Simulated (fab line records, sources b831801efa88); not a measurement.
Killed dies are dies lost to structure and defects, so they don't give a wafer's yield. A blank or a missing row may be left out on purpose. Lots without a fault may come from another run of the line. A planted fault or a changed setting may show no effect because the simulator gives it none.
fab line records | flow gf180mcu
record lots=11 wafers=33 last_day=35
route steps=602 shown V2@400 V3@434 M4@472 V4@491
lots that met no fault: from a run of the same line without faults
start_h: hours from the record's first day to the start of the lot's first wafer shown | wait_h: hours since the lot's step before | " the same as in the row above | L1.1+2: a row that stands for several wafers | - no value, or no start given | * or withheld: withheld | < > ~ a bound
route shown NAME@n: a module of which the file shows steps, and the number in the route of the first | usual: mean/standard deviation of fault-free wafers | same: alike in all rows | chamber/n: place in a boat | sites: the reading at each site | _std_site: their standard deviation | _edge_site: outer sites' mean less inner sites' | radius_mm: how far each site lies from the wafer's centre | mask NAME#n: copy n | behind: the tool/chamber that last shaped the wafer | hold: why the lot was held/for how many hours/how that ended | device: the transistor (n, p or np) that didn't switch | end of line: the same wafers' tests at the end of the route | a step without rows: its recipe alone | killed: dies lost to structure and defects at the first sort, not the wafer's yield | map: a wafer's dies, x killed, . not, _ none there
set.NAME: the setting as run; set.NAME@STEP: as run at that earlier step | model.NAME: the simulator's own value behind a step, which no gauge read
steps of the route over a sample of lots; a table a step, a row a wafer
services: from which hour (start_h, from the record's first day; less than 0 if before it) a tool's chamber was out of use, for how many hours, and why
## steps
# step GF_V2_STRIP_18
# recipe chemistry=O2/N2 power_w=1400 pressure_mtorr=1500 platen_temp_c=250 o2_flow_sccm=3000 n2_flow_sccm=300 overash_fraction=0.5
# usual drypump_motor_current_A=5.77/0.14 heater_power_w=328/36 oes_product_au=0.593/0.0049
# columns lot.wafer tool chamber start_h wait_h drypump_motor_current_A heater_power_w oes_product_au rf_hours_counter_h
L963.3 plasma_asher-04 0 482.47 - 6.04 360 0.593 -
L963.4 " 1 " " 5.82 380 0.594 -
L963.6 " 1 " " 5.83 377 0.593 -
L964.2 plasma_asher-03 1 494.07 - 5.67 299 0.596 90
L964.3 " 0 " " 5.60 285 0.601 -
L964.5 " 0 " " 5.59 282 0.596 -
L967.1 plasma_asher-02 0 523.30 - 5.74 335 0.596 41
L967.5 " 1 " " 5.75 342 0.597 -
L967.6 " 0 " " 5.72 331 0.585 -
L974.1 plasma_asher-03 1 570.75 - 5.67 290 0.596 98
L974.2 " 0 " " 5.63 283 0.588 98
L974.4 " 0 " " 5.61 284 0.590 -
L977.2 plasma_asher-04 1 600.01 - 5.81 388 0.593 82
L977.4 " 1 " " 5.83 380 0.588 -
L977.6 " 1 " " 5.80 383 0.592 -
L978.1 plasma_asher-04 1 611.70 - 5.82 377 0.595 83
L978.4 " 1 " " 5.83 374 0.598 -
L978.6 " 1 " " 5.84 390 0.587 -
L979.1 plasma_asher-03 1 613.10 - 5.72 296 0.594 103
L979.4 " 1 " " 5.74 303 0.587 -
L979.6 " 1 " " 5.72 296 0.591 -
L980.1 plasma_asher-02 1 621.76 - 5.78 345 0.593 50
L980.4 " 1 " " 5.75 344 0.595 -
L980.5 " 1 " " 5.77 337 0.586 -
L981.3 plasma_asher-03 0 626.78 - 5.59 284 0.595 -
L981.4 " 1 " " 5.68 299 0.591 -
L981.5 " 1 " " 5.70 302 0.587 -
L985.1 plasma_asher-04 1 657.35 - 5.83 376 0.596 88
L985.4 " 0 " " 6.00 347 0.595 -
L985.6 " 1 " " 5.84 380 0.588 -
L986.4 plasma_asher-03 1 662.43 - 5.71 298 0.603 -
L986.5 " 1 " " 5.66 300 0.597 -
L986.6 " 0 " " 5.58 283 0.596 -
# step GF_V3_BOW_MEAS_05
# recipe mode=bow
# usual V3_BOW=117/7.3
# columns lot.wafer tool chamber start_h wait_h V3_BOW[um]
L963.3 film_metro-01 - 509.59 0.3 111
L963.4 " - " " 105
L963.6 " - " " 115
L964.2 film_metro-03 - 520.36 0.2 123
L964.3 " - " " 119
L964.5 " - " " 112
L967.1 film_metro-03 - 549.27 0.2 111
L967.5 " - " " 111
L967.6 " - " " 118
L974.1 film_metro-03 - 595.36 0.1 132
L974.2 " - " " 120
L974.4 " - " " 122
L977.2 film_metro-03 - 623.86 0.3 125
L977.4 " - " " 110
L977.6 " - " " 113
L978.1 film_metro-01 - 635.31 0.1 110
L978.4 " - " " 120
L978.6 " - " " 122
L979.1 film_metro-03 - 636.86 0.2 123
L979.4 " - " " 109
L979.6 " - " " 127
L980.1 film_metro-03 - 645.28 0.2 113
L980.4 " - " " 101
L980.5 " - " " 123
L981.3 film_metro-01 - 650.62 0.3 115
L981.4 " - " " 130
L981.5 " - " " 110
L985.1 film_metro-03 - 679.15 0.1 116
L985.4 " - " " 126
L985.6 " - " " 124
L986.4 film_metro-01 - 684.81 0.2 128
L986.5 " - " " 124
L986.6 " - " " 130
# step GF_M4_METAL_ETCH_16
# recipe chemistry=Cl2/BCl3 mask_material=KrF target_depth_nm=627.5 stop_on=SiO2 pressure_mtorr=8 icp_w=800 bias_w=140 Cl2_flow_sccm=80 bcl3_flow_sccm=40 time_s=104.6
# usual drypump_motor_current_A=5.8/0.32 mfc_cl2_sccm=80.04/0.25 oes_product_au=0.972/0.0072 throttle_valve_pct=28.251/0.011
# columns lot.wafer tool chamber start_h wait_h drypump_motor_current_A mfc_cl2_sccm oes_product_au rf_hours_counter_h throttle_valve_pct
L963.3 rie_metal-03 1 557.79 0.1 5.5 79.80 0.972 - 28.252
L963.4 " 0 " " 6.4 80.06 0.967 - 28.234
L963.6 " 1 " " 5.5 79.90 0.972 - 28.243
L964.2 rie_metal-01 1 567.69 0.0 5.8 80.07 0.963 3.5 28.264
L964.3 " 0 " " 5.3 80.09 0.963 - 28.259
L964.5 " 1 " " 5.8 79.93 0.985 - 28.251
L967.1 rie_metal-02 0 595.17 0.0 5.9 80.03 0.980 3.7 28.246
L967.5 " 0 " " 5.8 79.74 0.966 - 28.263
L967.6 " 1 " " 5.9 80.05 0.974 - 28.246
L974.1 rie_metal-03 1 639.87 0.0 5.5 80.08 0.973 5.2 28.272
L974.2 " 1 " " 5.5 80.36 0.964 - 28.259
L974.4 " 1 " " 5.5 80.00 0.971 - 28.241
L977.2 rie_metal-01 1 666.00 0.0 5.7 79.96 0.963 6.4 28.275
L977.4 " 0 " " 5.3 79.99 0.971 - 28.248
L977.6 " 0 " " 5.3 79.78 0.965 - 28.261
L978.1 rie_metal-01 1 677.63 0.0 5.8 80.48 0.977 6.8 28.242
L978.4 " 1 " " 5.8 80.58 0.989 - 28.235
L978.6 " 1 " " 5.7 80.32 0.970 - 28.244
L979.1 rie_metal-02 0 678.37 0.0 5.8 79.94 0.961 6.1 28.236
L979.4 " 1 " " 5.9 80.06 0.968 - 28.246
L979.6 " 1 " " 5.9 80.16 0.975 - 28.241
L980.1 rie_metal-03 0 686.73 0.0 6.4 79.27 0.970 1.5 28.266
L980.4 " 0 " " 6.3 80.00 0.989 - 28.248
L980.5 " 0 " " 6.4 79.62 0.984 - 28.252
L981.3 rie_metal-03 0 691.52 0.1 6.4 79.79 0.959 - 28.248
L981.4 " 1 " " 5.5 80.29 0.969 - 28.254
L981.5 " 1 " " 5.6 80.07 0.960 - 28.266
L985.1 rie_metal-02 1 718.80 0.0 5.9 79.64 0.973 4.4 28.253
L985.4 " 0 " " 5.8 80.11 0.974 - 28.243
L985.6 " 0 " " 5.8 79.56 0.972 - 28.263
L986.4 rie_metal-03 0 724.90 0.0 6.4 79.97 0.985 - 28.259
L986.5 " 0 " " 6.4 79.74 0.968 - 28.253
L986.6 " 1 " " 5.5 79.82 0.970 - 28.264
# step GF_M4_STRIP_17
# recipe chemistry=O2/N2 power_w=1400 pressure_mtorr=1500 platen_temp_c=250 o2_flow_sccm=3000 n2_flow_sccm=300 overash_fraction=0.5
# usual drypump_motor_current_A=5.7/0.43 heater_power_w=311/23 oes_product_au=0.557/0.0054 strip_time_to_endpoint_s=7.86/0.052
# columns lot.wafer tool chamber start_h wait_h drypump_motor_current_A heater_power_w oes_product_au rf_hours_counter_h strip_time_to_endpoint_s
L963.3 plasma_asher-01 0 557.89 0.1 5.2 329 0.561 - 7.84
L963.4 " 1 " " 6.5 300 0.550 - 7.86
L963.6 " 1 " " 6.6 312 0.555 - 7.87
L964.2 plasma_asher-01 1 567.80 0.1 6.5 307 0.552 14 7.75
L964.3 " 0 " " 5.2 327 0.555 - 7.84
L964.5 " 0 " " 5.2 330 0.558 - 7.81
L967.1 plasma_asher-03 1 595.28 0.1 5.6 294 0.552 101 7.84
L967.5 " 0 " " 5.6 281 0.550 - 7.79
L967.6 " 1 " " 5.7 299 0.552 - 7.79
L974.1 plasma_asher-03 1 640.09 0.2 5.8 292 0.563 106 7.88
L974.2 " 0 " " 5.6 285 0.554 106 7.82
L974.4 " 0 " " 5.6 279 0.564 - 7.87
L977.2 plasma_asher-01 0 666.15 0.1 5.1 336 0.565 24 7.83
L977.4 " 1 " " 6.5 306 0.530 - 7.05
L977.6 " 0 " " 5.2 321 0.526 - 7.03
L978.1 plasma_asher-02 1 677.93 0.2 5.8 346 0.551 56 7.82
L978.4 " 0 " " 5.7 344 0.515 - 6.85
L978.6 " 0 " " 5.8 330 0.516 - 6.95
L979.1 plasma_asher-03 1 678.48 0.1 5.6 299 0.563 110 7.86
L979.4 " 0 " " 5.6 286 0.564 - 7.93
L979.6 " 0 " " 5.6 285 0.555 - 7.97
L980.1 plasma_asher-02 1 686.85 0.1 5.8 344 0.561 57 7.84
L980.4 " 1 " " 5.7 344 0.554 - 7.84
L980.5 " 1 " " 5.7 357 0.554 - 7.84
L981.3 plasma_asher-01 0 691.63 0.1 5.2 332 0.558 - 7.90
L981.4 " 1 " " 6.5 312 0.560 - 7.89
L981.5 " 0 " " 5.2 338 0.562 - 7.88
L985.1 plasma_asher-03 0 718.91 0.1 5.6 284 0.546 114 7.83
L985.4 " 0 " " 5.6 280 0.553 - 7.84
L985.6 " 1 " " 5.7 300 0.554 - 7.80
L986.4 plasma_asher-01 0 725.01 0.1 5.2 334 0.554 - 7.86
L986.5 " 0 " " 5.1 326 0.560 - 7.84
L986.6 " 1 " " 6.5 313 0.558 - 7.87
# step GF_V4_OVL_MEAS_15
# usual V4_OVL=1/4.9
# columns lot.wafer tool chamber start_h wait_h V4_OVL[nm]
L963.3 overlay-02 - 581.44 0.1 11
L963.4 " - " " 1
L963.6 " - " " 11
L964.2 overlay-02 - 590.44 0.1 1
L964.3 " - " " -7
L964.5 " - " " 1
L967.1 overlay-01 - 618.00 0.1 -6
L967.5 " - " " -7
L967.6 " - " " -5
L974.1 overlay-01 - 661.80 0.1 -2
L974.2 " - " " -6
L974.4 " - " " -3
L977.2 overlay-01 - 687.32 0.1 0
L977.4 " - " " -2
L977.6 " - " " -3
L978.1 overlay-02 - 698.98 0.1 -3
L978.4 " - " " -1
L978.6 " - " " -5
L979.1 overlay-01 - 699.63 0.1 -1
L979.4 " - " " 2
L979.6 " - " " -5
L980.1 overlay-02 - 707.63 0.1 8
L980.4 " - " " 2
L980.5 " - " " 2
L981.3 overlay-01 - 711.89 0.1 -2
L981.4 " - " " 1
L981.5 " - " " -4
L985.1 overlay-02 - 738.70 0.1 2
L985.4 " - " " 3
L985.6 " - " " 6
L986.4 overlay-02 - 744.04 0.1 4
L986.5 " - " " 0
L986.6 " - " " 4
## services
# columns tool chamber start_h hours kind
plasma_asher-01 - 497.87 0.6 repair
rie_metal-01 0 543.48 - clean
rie_metal-01 0 543.48 23.2 scheduled_down
rie_metal-01 0 543.48 23.2 vent_cycle
rie_metal-02 1 545.13 - clean
rie_metal-02 1 545.13 20.0 scheduled_down
rie_metal-02 1 545.13 20.0 vent_cycle
rie_metal-03 - 550.03 1.6 repair
rie_metal-03 - 559.12 2.8 pm
plasma_asher-02 - 565.63 14.6 pm
rie_metal-02 1 581.64 2.3 repair
rie_metal-02 - 605.78 2.8 pm
plasma_asher-01 - 616.97 3.4 repair
rie_metal-03 0 625.59 - clean
rie_metal-03 0 625.59 16.4 scheduled_down
rie_metal-03 0 625.59 16.4 vent_cycle
plasma_asher-03 - 643.29 2.1 repair
rie_metal-01 0 668.81 1.5 repair
rie_metal-01 0 675.04 18.1 repair
plasma_asher-02 - 701.73 2.2 repair
## key
first_sign step=GF_M4_STRIP_17 reading=strip_time_to_endpoint_s direction=down sigmas=17 usual=* struck=*
effect step=GF_M4_STRIP_17 reading=oes_product_au direction=down sigmas=6.5 usual=0.557 struck=0.522
met_at GF_M4_METAL_ETCH_16
struck_lots L977,L978
struck_wafers L977.4,L977.6,L978.4,L978.6
not_acting_at GF_V2_STRIP_18,GF_V3_BOW_MEAS_05,GF_V4_OVL_MEAS_15
onset_between 567.69 666.00
fault kind=process_parameter_drift tool=rie_metal-01 chamber=- onset_h=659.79 steps=GF_M4_METAL_ETCH_16 channel=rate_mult offset=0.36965 shape=step end_h=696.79 scope=struck_wafers_only
